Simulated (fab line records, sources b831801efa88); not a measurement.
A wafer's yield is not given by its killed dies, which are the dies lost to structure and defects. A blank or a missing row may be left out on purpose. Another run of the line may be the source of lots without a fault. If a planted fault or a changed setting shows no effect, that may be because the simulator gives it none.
The same fault as seen by 2 desks | flow gf180mcu | each desk has only its own numbers; what lay behind them comes last

DESK OF THE TOOL OWNER: litho track-01
The tool's own readings at GF_V4_COAT_09 (resist thk 1000 nm): means of the sampled wafers that have a number, for each lot that ran on this tool. A lot is out of limits, marked OUT, if its mean lies more than 4 standard deviations from the usual mean; the brackets give that distance.
Columns: A = dispense pressure kPa at GF_V4_COAT_09, usual 48.8 kPa
lot  | first seen here | A
L251 | day 24 22:00    | 47.3
L259 | day 27 20:00    | 47.3
L264 | day 29 05:00    | 47.3
This desk's finding: nothing out of limits on any of the 3 lots.

FROM THE METROLOGY DESK
Means of the sampled wafers that have a number, per lot and without regard to the tool the lot ran on: this is what the gauges read. A lot is out of limits, marked OUT, if its mean lies more than 4 standard deviations from the usual mean; the brackets give that distance.
Columns: A = V4_CVD_00_THK at GF_V4_THK_MEAS_01, usual 602 nm; B = V4_CVD_02_THK at GF_V4_THK_MEAS_03, usual 853 nm; C = V4_BOW at GF_V4_BOW_MEAS_05, usual 134 um; D = cd nm at GF_V4_CD_MEAS_14, usual 259.9 nm
lot  | first seen here | A   | B   | C   | D
L248 | day 23 08:49    | 615 | 855 | 144 | 260.6
L251 | day 24 11:22    | 602 | 846 | 127 | 261.9
L259 | day 27 09:35    | 606 | 862 | 141 | 260.4
L264 | day 28 19:18    | 604 | 860 | 130 | 260.1
L269 | day 29 23:07    | 602 | 855 | 130 | 259.7
L271 | day 30 10:17    | 601 | 847 | 138 | 261.7
This desk's finding: nothing out of limits on any of the 6 lots.

BROUGHT TOGETHER
The desk of the tool owner found nothing out of limits.
Metrology desk: nothing out of limits seen.

WHAT THE SIMULATOR HAD PUT IN
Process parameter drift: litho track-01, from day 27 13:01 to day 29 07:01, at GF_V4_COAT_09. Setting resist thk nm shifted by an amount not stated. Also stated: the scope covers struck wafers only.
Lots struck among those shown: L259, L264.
